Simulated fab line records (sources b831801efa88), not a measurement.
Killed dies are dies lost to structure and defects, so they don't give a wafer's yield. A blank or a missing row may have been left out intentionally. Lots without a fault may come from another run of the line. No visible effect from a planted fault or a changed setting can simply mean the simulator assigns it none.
Which tool did it? + flow gf180mcu + 12 lots with 36 wafers sampled at 6 steps, on a route of 602 steps

WHAT THE GAUGES SHOWED, per wafer
GF_NWELL_OVL_MEAS_07.
| lot  | measured    | on         | NWELL_OVL (nm) |
|------|-------------|------------|----------------|
| L494 | day 3 12:46 | overlay-02 | 0.9 1.1 -0.2   |
| L495 | day 3 17:30 | overlay-01 | 0.3 1.9 1.4    |
| L496 | day 3 21:10 | overlay-01 | 0.6 -1.3 -1.8  |
| L497 | day 4 08:43 | overlay-02 | -0.7 0.4 -1.8  |
| L498 | day 4 09:04 | overlay-01 | 2.3 0.4 2.0    |
| L499 | day 4 11:37 | overlay-01 | 0.4 -2.5 -0.1  |
| L500 | day 4 16:42 | overlay-01 | 1.8 -0.1 1.9   |
| L502 | day 5 04:53 | overlay-01 | 2.0 0.1 1.1    |
| L506 | day 6 01:07 | overlay-01 | 0.7 -0.1 0.3   |
| L509 | day 6 16:52 | overlay-01 | 0.1 -0.8 -1.1  |
| L510 | day 6 22:00 | overlay-01 | 1.0 2.6 1.9    |
| L512 | day 7 11:13 | overlay-02 | -0.6 -0.4 1.0  |

GF_LVPWELL_TW_MEAS_11.
| lot  | measured    | on           | LVPWELL_TW  |
|------|-------------|--------------|-------------|
| L494 | day 4 02:41 | filmMetro-01 | 560 554 554 |
| L495 | day 4 07:23 | filmMetro-04 | 561 559 563 |
| L496 | day 4 11:05 | filmMetro-01 | 557 555 556 |
| L497 | day 4 23:19 | filmMetro-01 | 554 556 554 |
| L498 | day 4 23:40 | filmMetro-04 | 560 561 563 |
| L499 | day 5 02:06 | filmMetro-01 | 551 554 555 |
| L500 | day 5 08:24 | filmMetro-01 | 555 556 555 |
| L502 | day 5 20:09 | filmMetro-01 | 556 555 556 |
| L506 | day 6 16:44 | filmMetro-03 | 561 563 558 |
| L509 | day 7 09:11 | filmMetro-03 | 534 535 538 |
| L510 | day 7 14:38 | filmMetro-04 | 534 537 532 |
| L512 | day 8 03:54 | filmMetro-04 | 556 560 560 |

GF_VT_IMPLANT_RS_MEAS_48: the measuring method here is four-point-probe.
| lot  | measured     | on           | LVPWELL_RS (ohm/sq)  |
|------|--------------|--------------|----------------------|
| L494 | day 7 21:00  | filmMetro-04 | 1200.0 1201.0 1201.7 |
| L495 | day 8 01:30  | filmMetro-03 | 1198.4 1195.5 1193.7 |
| L496 | day 8 05:12  | filmMetro-03 | 1198.5 1197.6 1201.8 |
| L497 | day 8 20:25  | filmMetro-03 | 1198.1 1195.2 1199.6 |
| L498 | day 8 20:43  | filmMetro-01 | 1193.7 1194.4 1192.3 |
| L499 | day 9 01:44  | filmMetro-04 | 1195.9 1196.9 1195.0 |
| L500 | day 9 07:05  | filmMetro-01 | 1199.2 1193.4 1195.8 |
| L502 | day 9 20:59  | filmMetro-04 | 1194.9 1190.9 1191.3 |
| L506 | day 10 22:59 | filmMetro-01 | 1192.6 1190.0 1192.4 |
| L509 | day 11 18:11 | filmMetro-04 | 1318.9 1313.8 1317.1 |
| L510 | day 12 02:20 | filmMetro-03 | 1311.3 1316.5 1312.2 |
| L512 | day 12 16:54 | filmMetro-03 | 1193.6 1195.7 1194.1 |

TOOL THAT RAN EACH LOT (tool first, then ch and the chambers of the sampled wafers, then the start)
| lot  | GF_STI_ETCH_14                 | GF_STI_STRIP_15                    | GF_LVPWELL_IMPLANT_08          |
|------|--------------------------------|------------------------------------|--------------------------------|
| L494 | rieSi-02 ch 0,2, day 2 01:38   | plasmaAsher-01 ch 0,1, day 2 01:43 | implanter-01 ch 0, day 4 02:19 |
| L495 | rieSi-01 ch 1,2,3, day 2 05:45 | plasmaAsher-04 ch 0,1, day 2 05:49 | implanter-03 ch 0, day 4 06:59 |
| L496 | rieSi-01 ch 0,1,2, day 2 15:27 | plasmaAsher-01 ch 0,1, day 2 15:31 | implanter-03 ch 0, day 4 10:41 |
| L497 | rieSi-02 ch 2,3, day 3 01:21   | plasmaAsher-01 ch 1, day 3 01:25   | implanter-03 ch 0, day 4 22:56 |
| L498 | rieSi-01 ch 0,1,2, day 3 01:42 | plasmaAsher-04 ch 0,1, day 3 01:46 | implanter-04 ch 0, day 4 23:17 |
| L499 | rieSi-02 ch 2,3, day 3 04:35   | plasmaAsher-01 ch 0,1, day 3 04:42 | implanter-03 ch 0, day 5 01:44 |
| L500 | rieSi-01 ch 0,1, day 3 07:44   | plasmaAsher-01 ch 0,1, day 3 07:49 | implanter-04 ch 0, day 5 08:00 |
| L502 | rieSi-02 ch 0,2,3, day 3 20:32 | plasmaAsher-02 ch 0,1, day 3 20:39 | implanter-04 ch 0, day 5 19:47 |
| L506 | rieSi-01 ch 2,3, day 4 15:44   | plasmaAsher-02 ch 0,1, day 4 15:49 | implanter-04 ch 0, day 6 16:20 |
| L509 | rieSi-01 ch 0,2,3, day 5 07:06 | plasmaAsher-02 ch 0,1, day 5 07:10 | implanter-04 ch 0, day 7 08:47 |
| L510 | rieSi-02 ch 0,2,3, day 5 11:26 | plasmaAsher-02 ch 0,1, day 5 11:31 | implanter-04 ch 0, day 7 14:16 |
| L512 | rieSi-01 ch 2,3, day 5 22:06   | plasmaAsher-01 ch 0, day 5 22:10   | implanter-01 ch 0, day 8 03:30 |
- GF_STI_ETCH_14: etches Si in HBr/Cl2/O2, target depth 360 nm, time 102.9 s.
- GF_STI_STRIP_15: strips in O2/N2.
- GF_LVPWELL_IMPLANT_08

WHAT THE TOOLS THEMSELVES READ (means of the sampled wafers that have a number; where no wafer has one, the mark that the record gives instead)
GF_STI_ETCH_14.
| lot  | tool     | drypumpMotorCurrentA (A) | oesProductAu (a.u.) | throttleValvePct (%) |
|------|----------|--------------------------|---------------------|----------------------|
| L494 | rieSi-02 | 5.61                     | 0.995               | 25.649               |
| L495 | rieSi-01 | 6.26                     | 0.995               | 25.662               |
| L496 | rieSi-01 | 6.20                     | 0.990               | 25.661               |
| L497 | rieSi-02 | 5.90                     | 0.993               | 25.660               |
| L498 | rieSi-01 | 6.18                     | 1.008               | 25.656               |
| L499 | rieSi-02 | 5.89                     | 1.001               | 25.657               |
| L500 | rieSi-01 | 6.09                     | 1.011               | 25.655               |
| L502 | rieSi-02 | 5.82                     | 0.997               | 25.657               |
| L506 | rieSi-01 | 6.37                     | 0.991               | 25.669               |
| L509 | rieSi-01 | 6.28                     | 0.996               | 25.651               |
| L510 | rieSi-02 | 5.81                     | 0.997               | 25.658               |
| L512 | rieSi-01 | 6.35                     | 0.994               | 25.665               |

GF_STI_STRIP_15.
| lot  | tool           | drypumpMotorCurrentA (A) | heaterPowerW (W) | oesProductAu (a.u.) | stripTimeToEndpointS (s) |
|------|----------------|--------------------------|------------------|---------------------|--------------------------|
| L494 | plasmaAsher-01 | 5.3                      | 340              | 0.384               | 3.74                     |
| L495 | plasmaAsher-04 | 5.7                      | 369              | 0.389               | 3.77                     |
| L496 | plasmaAsher-01 | 5.5                      | 358              | 0.390               | 3.81                     |
| L497 | plasmaAsher-01 | 5.6                      | 368              | 0.383               | 3.73                     |
| L498 | plasmaAsher-04 | 5.4                      | 366              | 0.383               | 3.73                     |
| L499 | plasmaAsher-01 | 5.5                      | 353              | 0.382               | 3.71                     |
| L500 | plasmaAsher-01 | 5.4                      | 350              | 0.380               | 3.69                     |
| L502 | plasmaAsher-02 | 5.7                      | 348              | 0.384               | 3.70                     |
| L506 | plasmaAsher-02 | 5.7                      | 344              | 0.390               | 3.79                     |
| L509 | plasmaAsher-02 | 5.2                      | 363              | 0.385               | 3.71                     |
| L510 | plasmaAsher-02 | 5.2                      | 359              | 0.386               | 3.74                     |
| L512 | plasmaAsher-01 | 5.2                      | 321              | 0.385               | 3.71                     |

GF_LVPWELL_IMPLANT_08.
| lot  | tool         | doseIonsCm2 | faradayCurrentUA |
|------|--------------|-------------|------------------|
| L494 | implanter-01 | 1.5010e+13  | 85.2             |
| L495 | implanter-03 | 1.5006e+13  | 84.9             |
| L496 | implanter-03 | 1.5021e+13  | 85.1             |
| L497 | implanter-03 | 1.4983e+13  | 84.7             |
| L498 | implanter-04 | 1.4999e+13  | 85.1             |
| L499 | implanter-03 | 1.5002e+13  | 83.9             |
| L500 | implanter-04 | 1.5003e+13  | 84.2             |
| L502 | implanter-04 | 1.5006e+13  | 84.9             |
| L506 | implanter-04 | 1.5007e+13  | 86.0             |
| L509 | implanter-04 | 1.2296e+13  | 67.9             |
| L510 | implanter-04 | 1.2276e+13  | 69.0             |
| L512 | implanter-01 | 1.5019e+13  | 85.5             |

THE ANSWER, worked out from the rows above alone
Rule: usual is defined by the lots themselves. Put in order of their means at a reading, lots are off if they are a third of the lots or fewer, leave a main group of 4 or more, and stand apart from it by a gap of 3 or more times the standard deviation of the main group's means; of several such gaps the widest counts. If all means in a main group match to the digits the tables above print for the reading, that group is not used. A lot without any number at a reading at which 4 lots or more have one is off too. Any other lot the step has rows for is counted as sound. The gauges are gone through in route order, then the tools' own readings, and for those a lot's mean is taken as printed above. At the first step where some lot is off, the reading lying furthest off is the one used; lots without a number count as furthest.
Off: L509, L510, at GF_LVPWELL_TW_MEAS_11 (LVPWELL_TW). The main group has a mean of 557 with a standard deviation of 2.8.
If a tool, at a process step before that reading, ran all the lots that are off and no sound lot after the first of them, it fits. The gauges at GF_LVPWELL_TW_MEAS_11 aren't tried: what is off there is off at GF_LVPWELL_IMPLANT_08 too, on other tools, and a gauge's error can't cause that. 2 tools fit, plasmaAsher-02 at GF_STI_STRIP_15 and implanter-04 at GF_LVPWELL_IMPLANT_08, so this cannot tell which one it is.

WHAT THE SIMULATOR PUT IN
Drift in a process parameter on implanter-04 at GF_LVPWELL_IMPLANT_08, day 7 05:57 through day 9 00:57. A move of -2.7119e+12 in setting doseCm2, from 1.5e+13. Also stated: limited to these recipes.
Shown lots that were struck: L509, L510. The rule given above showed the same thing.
